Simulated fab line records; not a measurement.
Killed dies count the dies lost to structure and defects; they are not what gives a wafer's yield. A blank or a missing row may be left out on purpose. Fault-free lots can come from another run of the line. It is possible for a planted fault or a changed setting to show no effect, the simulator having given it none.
Which tool was responsible? || flow sfqLine || 41 wafers from 14 lots sampled at 4 of the route's 325 steps

WHAT THE GAUGES READ, wafer by wafer
SFQ_M8_BOW_MEAS_951.
{"lot": "L442", "measured": "day 76 19:40", "on": "filmMetro-04", "M8_BOW (um)": "7 10 2"}
{"lot": "L443", "measured": "day 77 08:53", "on": "filmMetro-02", "M8_BOW (um)": "2 -11 2"}
{"lot": "L444", "measured": "day 80 10:08", "on": "filmMetro-02", "M8_BOW (um)": "11 12 12"}
{"lot": "L445", "measured": "day 80 13:44", "on": "filmMetro-04", "M8_BOW (um)": "-12 -1 -6"}
{"lot": "L446", "measured": "day 80 14:55", "on": "filmMetro-03", "M8_BOW (um)": "12 4 11"}
{"lot": "L447", "measured": "day 80 19:42", "on": "filmMetro-04", "M8_BOW (um)": "17 8 6"}
{"lot": "L448", "measured": "day 81 01:42", "on": "filmMetro-03", "M8_BOW (um)": "18 9 12"}
{"lot": "L449", "measured": "day 81 05:18", "on": "filmMetro-03", "M8_BOW (um)": "19 21 15"}
{"lot": "L450", "measured": "day 81 07:42", "on": "filmMetro-04", "M8_BOW (um)": "24 14 19"}
{"lot": "L451", "measured": "day 81 14:02", "on": "filmMetro-04", "M8_BOW (um)": "-7 1 7"}
{"lot": "L452", "measured": "day 81 17:28", "on": "filmMetro-02", "M8_BOW (um)": "1 0 1"}
{"lot": "L453", "measured": "day 81 18:46", "on": "filmMetro-03", "M8_BOW (um)": "25 20"}
{"lot": "L454", "measured": "day 81 22:59", "on": "filmMetro-03", "M8_BOW (um)": "4 3 13"}
{"lot": "L457", "measured": "day 83 07:11", "on": "filmMetro-04", "M8_BOW (um)": "18 4 15"}

TOOL THAT RAN EACH LOT (tool first, then ch and the chambers of the sampled wafers, then the start)
{"lot": "L442", "SFQ_TRILAYER_L0_BARC_OPEN_METAL_ETCH_010": "rieMetal-03 ch 0,1, day 4 13:11", "SFQ_TRILAYER_L0_VIA_STRIP_STRIP_017": "rieMetal-04 ch 0,1, day 7 16:35", "SFQ_TRILAYER_I5_ETCH_VIA_ETCH_147": "rieDiel-03 ch 1,2,3, day 61 09:42"}
{"lot": "L443", "SFQ_TRILAYER_L0_BARC_OPEN_METAL_ETCH_010": "rieMetal-04 ch 0,1, day 4 14:23", "SFQ_TRILAYER_L0_VIA_STRIP_STRIP_017": "rieMetal-01 ch 0,1, day 7 18:16", "SFQ_TRILAYER_I5_ETCH_VIA_ETCH_147": "rieDiel-04 ch 0,1,2, day 61 18:51"}
{"lot": "L444", "SFQ_TRILAYER_L0_BARC_OPEN_METAL_ETCH_010": "rieMetal-04 ch 0,1, day 4 17:59", "SFQ_TRILAYER_L0_VIA_STRIP_STRIP_017": "rieMetal-01 ch 0,1, day 8 00:16", "SFQ_TRILAYER_I5_ETCH_VIA_ETCH_147": "rieDiel-01 ch 2,3, day 65 22:40"}
{"lot": "L445", "SFQ_TRILAYER_L0_BARC_OPEN_METAL_ETCH_010": "rieMetal-02 ch 0,1, day 5 00:01", "SFQ_TRILAYER_L0_VIA_STRIP_STRIP_017": "rieMetal-01 ch 0,1, day 8 08:52", "SFQ_TRILAYER_I5_ETCH_VIA_ETCH_147": "rieDiel-03 ch 1,2,3, day 66 04:40"}
{"lot": "L446", "SFQ_TRILAYER_L0_BARC_OPEN_METAL_ETCH_010": "rieMetal-02 ch 0,1, day 5 11:40", "SFQ_TRILAYER_L0_VIA_STRIP_STRIP_017": "rieMetal-04 ch 0,1, day 8 22:37", "SFQ_TRILAYER_I5_ETCH_VIA_ETCH_147": "rieDiel-01 ch 0,2,3, day 66 09:28"}
{"lot": "L447", "SFQ_TRILAYER_L0_BARC_OPEN_METAL_ETCH_010": "rieMetal-02 ch 0,1, day 5 16:28", "SFQ_TRILAYER_L0_VIA_STRIP_STRIP_017": "rieMetal-04 ch 0,1, day 9 07:26", "SFQ_TRILAYER_I5_ETCH_VIA_ETCH_147": "rieDiel-04 ch 1,3, day 70 19:21"}
{"lot": "L448", "SFQ_TRILAYER_L0_BARC_OPEN_METAL_ETCH_010": "rieMetal-02 ch 0,1, day 5 21:16", "SFQ_TRILAYER_L0_VIA_STRIP_STRIP_017": "rieMetal-03 ch 0,1, day 9 11:02", "SFQ_TRILAYER_I5_ETCH_VIA_ETCH_147": "rieDiel-03 ch 1,3, day 71 00:09"}
{"lot": "L449", "SFQ_TRILAYER_L0_BARC_OPEN_METAL_ETCH_010": "rieMetal-03 ch 0,1, day 6 02:04", "SFQ_TRILAYER_L0_VIA_STRIP_STRIP_017": "rieMetal-03 ch 0,1, day 9 15:50", "SFQ_TRILAYER_I5_ETCH_VIA_ETCH_147": "rieDiel-01 ch 0,1,2, day 71 19:21"}
{"lot": "L450", "SFQ_TRILAYER_L0_BARC_OPEN_METAL_ETCH_010": "rieMetal-02 ch 0,1, day 6 06:52", "SFQ_TRILAYER_L0_VIA_STRIP_STRIP_017": "rieMetal-01 ch 0,1, day 9 19:26", "SFQ_TRILAYER_I5_ETCH_VIA_ETCH_147": "rieDiel-04 ch 0,1,2, day 71 21:45"}
{"lot": "L451", "SFQ_TRILAYER_L0_BARC_OPEN_METAL_ETCH_010": "rieMetal-04 ch 0,1, day 6 12:53", "SFQ_TRILAYER_L0_VIA_STRIP_STRIP_017": "rieMetal-01 ch 0,1, day 10 01:38", "SFQ_TRILAYER_I5_ETCH_VIA_ETCH_147": "rieDiel-01 ch 1,2, day 71 22:57"}
{"lot": "L452", "SFQ_TRILAYER_L0_BARC_OPEN_METAL_ETCH_010": "rieMetal-04 ch 0,1, day 6 16:29", "SFQ_TRILAYER_L0_VIA_STRIP_STRIP_017": "rieMetal-01 ch 0,1, day 10 06:32", "SFQ_TRILAYER_I5_ETCH_VIA_ETCH_147": "rieDiel-03 ch 1,2,3, day 72 03:53"}
{"lot": "L453", "SFQ_TRILAYER_L0_BARC_OPEN_METAL_ETCH_010": "rieMetal-04 ch 0, day 6 20:04", "SFQ_TRILAYER_L0_VIA_STRIP_STRIP_017": "rieMetal-01 ch 0,1, day 10 11:08", "SFQ_TRILAYER_I5_ETCH_VIA_ETCH_147": "rieDiel-01 ch 0,3, day 72 10:39"}
{"lot": "L454", "SFQ_TRILAYER_L0_BARC_OPEN_METAL_ETCH_010": "rieMetal-04 ch 0,1, day 7 02:04", "SFQ_TRILAYER_L0_VIA_STRIP_STRIP_017": "rieMetal-03 ch 0,1, day 10 14:44", "SFQ_TRILAYER_I5_ETCH_VIA_ETCH_147": "rieDiel-03 ch 0,1,2, day 72 19:26"}
{"lot": "L457", "SFQ_TRILAYER_L0_BARC_OPEN_METAL_ETCH_010": "rieMetal-04 ch 0,1, day 7 20:34", "SFQ_TRILAYER_L0_VIA_STRIP_STRIP_017": "rieMetal-03 ch 0,1, day 11 17:20", "SFQ_TRILAYER_I5_ETCH_VIA_ETCH_147": "rieDiel-03 ch 0,3, day 77 06:42"}
- SFQ_TRILAYER_L0_BARC_OPEN_METAL_ETCH_010: etches BARC in O2, target depth 125 nm, time 41.7 s.
- SFQ_TRILAYER_L0_VIA_STRIP_STRIP_017: strips in O2.
- SFQ_TRILAYER_I5_ETCH_VIA_ETCH_147: etches the open film in CHF3, stops on Nb, target depth 360 nm.

WHAT THE TOOLS THEMSELVES READ (means of the sampled wafers that have a number; where no wafer has one, the mark that the record gives instead)
SFQ_TRILAYER_L0_BARC_OPEN_METAL_ETCH_010.
{"lot": "L442", "tool": "rieMetal-03", "drypumpMotorCurrentA (A)": 6.3, "oesProductAu (a.u.)": 0.687, "rfFwdPowerW (W)": 595.5, "runLengthS (s)": 69.76}
{"lot": "L443", "tool": "rieMetal-04", "drypumpMotorCurrentA (A)": 5.5, "oesProductAu (a.u.)": 0.683, "rfFwdPowerW (W)": 594.8, "runLengthS (s)": 69.53}
{"lot": "L444", "tool": "rieMetal-04", "drypumpMotorCurrentA (A)": 6.0, "oesProductAu (a.u.)": 0.685, "rfFwdPowerW (W)": 592.7, "runLengthS (s)": 70.01}
{"lot": "L445", "tool": "rieMetal-02", "drypumpMotorCurrentA (A)": 6.1, "oesProductAu (a.u.)": 0.688, "rfFwdPowerW (W)": 595.9, "runLengthS (s)": 70.14}
{"lot": "L446", "tool": "rieMetal-02", "drypumpMotorCurrentA (A)": 6.2, "oesProductAu (a.u.)": 0.687, "rfFwdPowerW (W)": 597.7, "runLengthS (s)": 70.07}
{"lot": "L447", "tool": "rieMetal-02", "drypumpMotorCurrentA (A)": 6.1, "oesProductAu (a.u.)": 0.685, "rfFwdPowerW (W)": 596.9, "runLengthS (s)": 69.98}
{"lot": "L448", "tool": "rieMetal-02", "drypumpMotorCurrentA (A)": 6.1, "oesProductAu (a.u.)": 0.682, "rfFwdPowerW (W)": 594.2, "runLengthS (s)": 69.93}
{"lot": "L449", "tool": "rieMetal-03", "drypumpMotorCurrentA (A)": 6.3, "oesProductAu (a.u.)": 0.685, "rfFwdPowerW (W)": 595.2, "runLengthS (s)": 69.71}
{"lot": "L450", "tool": "rieMetal-02", "drypumpMotorCurrentA (A)": 6.0, "oesProductAu (a.u.)": 0.682, "rfFwdPowerW (W)": 594.6, "runLengthS (s)": 70.31}
{"lot": "L451", "tool": "rieMetal-04", "drypumpMotorCurrentA (A)": 5.5, "oesProductAu (a.u.)": 0.683, "rfFwdPowerW (W)": 595.9, "runLengthS (s)": 69.55}
{"lot": "L452", "tool": "rieMetal-04", "drypumpMotorCurrentA (A)": 6.0, "oesProductAu (a.u.)": 0.686, "rfFwdPowerW (W)": 595.9, "runLengthS (s)": 69.91}
{"lot": "L453", "tool": "rieMetal-04", "drypumpMotorCurrentA (A)": 6.4, "oesProductAu (a.u.)": 0.730, "rfFwdPowerW (W)": 599.1, "runLengthS (s)": 66.80}
{"lot": "L454", "tool": "rieMetal-04", "drypumpMotorCurrentA (A)": 5.6, "oesProductAu (a.u.)": 0.714, "rfFwdPowerW (W)": 595.4, "runLengthS (s)": 67.76}
{"lot": "L457", "tool": "rieMetal-04", "drypumpMotorCurrentA (A)": 6.0, "oesProductAu (a.u.)": 0.708, "rfFwdPowerW (W)": 592.2, "runLengthS (s)": 67.71}

SFQ_TRILAYER_L0_VIA_STRIP_STRIP_017.
{"lot": "L442", "tool": "rieMetal-04", "drypumpMotorCurrentA (A)": 6.0, "oesProductAu (a.u.)": 0.998, "platenTempC (C)": 40.01}
{"lot": "L443", "tool": "rieMetal-01", "drypumpMotorCurrentA (A)": 6.0, "oesProductAu (a.u.)": 1.007, "platenTempC (C)": 39.94}
{"lot": "L444", "tool": "rieMetal-01", "drypumpMotorCurrentA (A)": 6.0, "oesProductAu (a.u.)": 1.003, "platenTempC (C)": 39.95}
{"lot": "L445", "tool": "rieMetal-01", "drypumpMotorCurrentA (A)": 6.0, "oesProductAu (a.u.)": 1.001, "platenTempC (C)": 39.99}
{"lot": "L446", "tool": "rieMetal-04", "drypumpMotorCurrentA (A)": 6.0, "oesProductAu (a.u.)": 0.992, "platenTempC (C)": 39.90}
{"lot": "L447", "tool": "rieMetal-04", "drypumpMotorCurrentA (A)": 6.0, "oesProductAu (a.u.)": 1.003, "platenTempC (C)": 40.08}
{"lot": "L448", "tool": "rieMetal-03", "drypumpMotorCurrentA (A)": 6.0, "oesProductAu (a.u.)": 1.003, "platenTempC (C)": 40.14}
{"lot": "L449", "tool": "rieMetal-03", "drypumpMotorCurrentA (A)": 6.0, "oesProductAu (a.u.)": 0.989, "platenTempC (C)": 40.02}
{"lot": "L450", "tool": "rieMetal-01", "drypumpMotorCurrentA (A)": 6.0, "oesProductAu (a.u.)": 1.018, "platenTempC (C)": 40.03}
{"lot": "L451", "tool": "rieMetal-01", "drypumpMotorCurrentA (A)": 6.0, "oesProductAu (a.u.)": 1.007, "platenTempC (C)": 39.91}
{"lot": "L452", "tool": "rieMetal-01", "drypumpMotorCurrentA (A)": 6.0, "oesProductAu (a.u.)": 1.008, "platenTempC (C)": 40.01}
{"lot": "L453", "tool": "rieMetal-01", "drypumpMotorCurrentA (A)": 6.0, "oesProductAu (a.u.)": 1.004, "platenTempC (C)": 39.99}
{"lot": "L454", "tool": "rieMetal-03", "drypumpMotorCurrentA (A)": 6.0, "oesProductAu (a.u.)": 0.998, "platenTempC (C)": 40.10}
{"lot": "L457", "tool": "rieMetal-03", "drypumpMotorCurrentA (A)": 6.3, "oesProductAu (a.u.)": 0.992, "platenTempC (C)": 39.94}

SFQ_TRILAYER_I5_ETCH_VIA_ETCH_147.
{"lot": "L442", "tool": "rieDiel-03", "drypumpMotorCurrentA (A)": 5.1, "oesProductAu (a.u.)": 0.984, "rfFwdPowerW (W)": 498.0}
{"lot": "L443", "tool": "rieDiel-04", "drypumpMotorCurrentA (A)": 5.5, "oesProductAu (a.u.)": 0.993, "rfFwdPowerW (W)": 498.8}
{"lot": "L444", "tool": "rieDiel-01", "drypumpMotorCurrentA (A)": 5.8, "oesProductAu (a.u.)": 0.995, "rfFwdPowerW (W)": 498.4}
{"lot": "L445", "tool": "rieDiel-03", "drypumpMotorCurrentA (A)": 5.1, "oesProductAu (a.u.)": 0.979, "rfFwdPowerW (W)": 498.9}
{"lot": "L446", "tool": "rieDiel-01", "drypumpMotorCurrentA (A)": 5.9, "oesProductAu (a.u.)": 0.983, "rfFwdPowerW (W)": 498.3}
{"lot": "L447", "tool": "rieDiel-04", "drypumpMotorCurrentA (A)": 5.9, "oesProductAu (a.u.)": 0.987, "rfFwdPowerW (W)": 499.1}
{"lot": "L448", "tool": "rieDiel-03", "drypumpMotorCurrentA (A)": 4.9, "oesProductAu (a.u.)": 0.983, "rfFwdPowerW (W)": 497.9}
{"lot": "L449", "tool": "rieDiel-01", "drypumpMotorCurrentA (A)": 6.0, "oesProductAu (a.u.)": 0.985, "rfFwdPowerW (W)": 499.3}
{"lot": "L450", "tool": "rieDiel-04", "drypumpMotorCurrentA (A)": 5.4, "oesProductAu (a.u.)": 0.987, "rfFwdPowerW (W)": 498.1}
{"lot": "L451", "tool": "rieDiel-01", "drypumpMotorCurrentA (A)": 6.0, "oesProductAu (a.u.)": 0.989, "rfFwdPowerW (W)": 497.6}
{"lot": "L452", "tool": "rieDiel-03", "drypumpMotorCurrentA (A)": 5.2, "oesProductAu (a.u.)": 0.991, "rfFwdPowerW (W)": 497.2}
{"lot": "L453", "tool": "rieDiel-01", "drypumpMotorCurrentA (A)": 5.4, "oesProductAu (a.u.)": 0.981, "rfFwdPowerW (W)": 498.2}
{"lot": "L454", "tool": "rieDiel-03", "drypumpMotorCurrentA (A)": 5.8, "oesProductAu (a.u.)": 0.989, "rfFwdPowerW (W)": 497.8}
{"lot": "L457", "tool": "rieDiel-03", "drypumpMotorCurrentA (A)": 5.3, "oesProductAu (a.u.)": 0.982, "rfFwdPowerW (W)": 499.0}

THE ANSWER, worked out from the rows above alone
Rule: the usual values come from the lots themselves. Put in order of their means at a reading, lots are off if they are a third of the lots or fewer, leave a main group of 4 or more, and stand apart from it by a gap of 3 or more times the standard deviation of the main group's means; of several such gaps the widest counts. Not used: any main group whose means are identical at the precision the tables above print for the reading. A lot without any number at a reading at which 4 lots or more have one is off too. All remaining lots with rows at the step are treated as sound. After the gauges, taken in route order, come the tools' own readings; for these a lot's mean is taken, as printed above. The first step at which some lot is off is used, and at that step the reading that is off furthest; a lot without a number counts as furthest.
Off: L453, L454, L457 (SFQ_TRILAYER_L0_BARC_OPEN_METAL_ETCH_010, oesProductAu). Main group: mean 0.685 a.u., sd 0.002.
A tool fits if, at that step or a process step before it, it ran every lot that is off, and no sound lot after the first of them. One fits: rieMetal-04 at SFQ_TRILAYER_L0_BARC_OPEN_METAL_ETCH_010. Its last sound lot is L452 (day 6 16:29), its first lot that is off L453 (day 6 20:04): a fault that began between those two fits.
The tool's own readings at SFQ_TRILAYER_L0_BARC_OPEN_METAL_ETCH_010 bear it out: on the lots that are off they differ by more than 5 times the standard deviation of the sound lots' means. oesProductAu reads 0.717 a.u. there against 0.685 a.u. on the sound lots; runLengthS reads 67.42 s there against 69.90 s on the sound lots.

WHAT THE SIMULATOR HAD INSERTED
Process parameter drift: rieMetal-04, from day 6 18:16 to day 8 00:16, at SFQ_TRILAYER_L0_BARC_OPEN_METAL_ETCH_010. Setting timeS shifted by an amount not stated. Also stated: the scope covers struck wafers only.
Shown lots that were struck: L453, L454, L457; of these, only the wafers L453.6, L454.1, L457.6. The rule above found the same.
